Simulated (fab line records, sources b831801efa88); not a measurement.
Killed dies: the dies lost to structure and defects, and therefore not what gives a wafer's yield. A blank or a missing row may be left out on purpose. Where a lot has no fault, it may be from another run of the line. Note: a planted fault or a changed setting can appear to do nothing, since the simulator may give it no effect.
Chamber matching :: flow gf180mcu :: 4 sister chambers for GF_V5_CMP_04 on cmp-02
The step polishes SiO2. 4 wafers are shown with their chamber, then 8 later ones without.

== WAFERS WITH THEIR CHAMBER ==
wafer: L563.3
chamber: 2
motorCurrentA (A): 11.4

wafer: L571.2
chamber: 1
motorCurrentA (A): 12.8

wafer: L571.3
chamber: 0
motorCurrentA (A): 12.9

wafer: L572.1
chamber: 3
motorCurrentA (A): 12.2

== WAFERS WHOSE CHAMBER IS MISSING ==
wafer: L572.3
motorCurrentA (A): 11.1

wafer: L572.6
motorCurrentA (A): 13.0

wafer: L575.2
motorCurrentA (A): 13.0

wafer: L575.4
motorCurrentA (A): 13.0

wafer: L575.5
motorCurrentA (A): 11.8

wafer: L576.1
motorCurrentA (A): 13.4

wafer: L576.2
motorCurrentA (A): 12.9

wafer: L576.6
motorCurrentA (A): 12.1

== CHAMBER TAKEN BY EACH ==
wafer: L572.3
from the rows above: 2
in truth: 2

wafer: L572.6
from the rows above: can't be placed: 0 or 1
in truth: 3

wafer: L575.2
from the rows above: can't be placed: 0 or 1
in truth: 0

wafer: L575.4
from the rows above: can't be placed: 0 or 1
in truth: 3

wafer: L575.5
from the rows above: can't be placed: 3 or 2
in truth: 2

wafer: L576.1
from the rows above: can't be placed: 0 or 1
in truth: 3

wafer: L576.2
from the rows above: can't be placed: 0 or 1
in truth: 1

wafer: L576.6
from the rows above: 3
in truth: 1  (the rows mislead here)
Correctly placed: 1 of 8. From these rows, 6 cannot be placed; in 3 the true chamber is one of the candidates. Number placed wrongly: 1.
How it was worked out, from the rows above alone: a wafer's distance from a chamber is the root of the sum, over the readings, of the square of ((its reading less the chamber's mean) divided by the reading's scatter). If the next closest chamber is less than 2 further off than the closest, the wafer can't be placed; otherwise it belongs to the closest. Each chamber's mean is taken over the wafers shown for it. The scatter (one wafer shown for each chamber): square how far every hidden wafer sits from the nearest shown wafer, average those squares and take the square root.
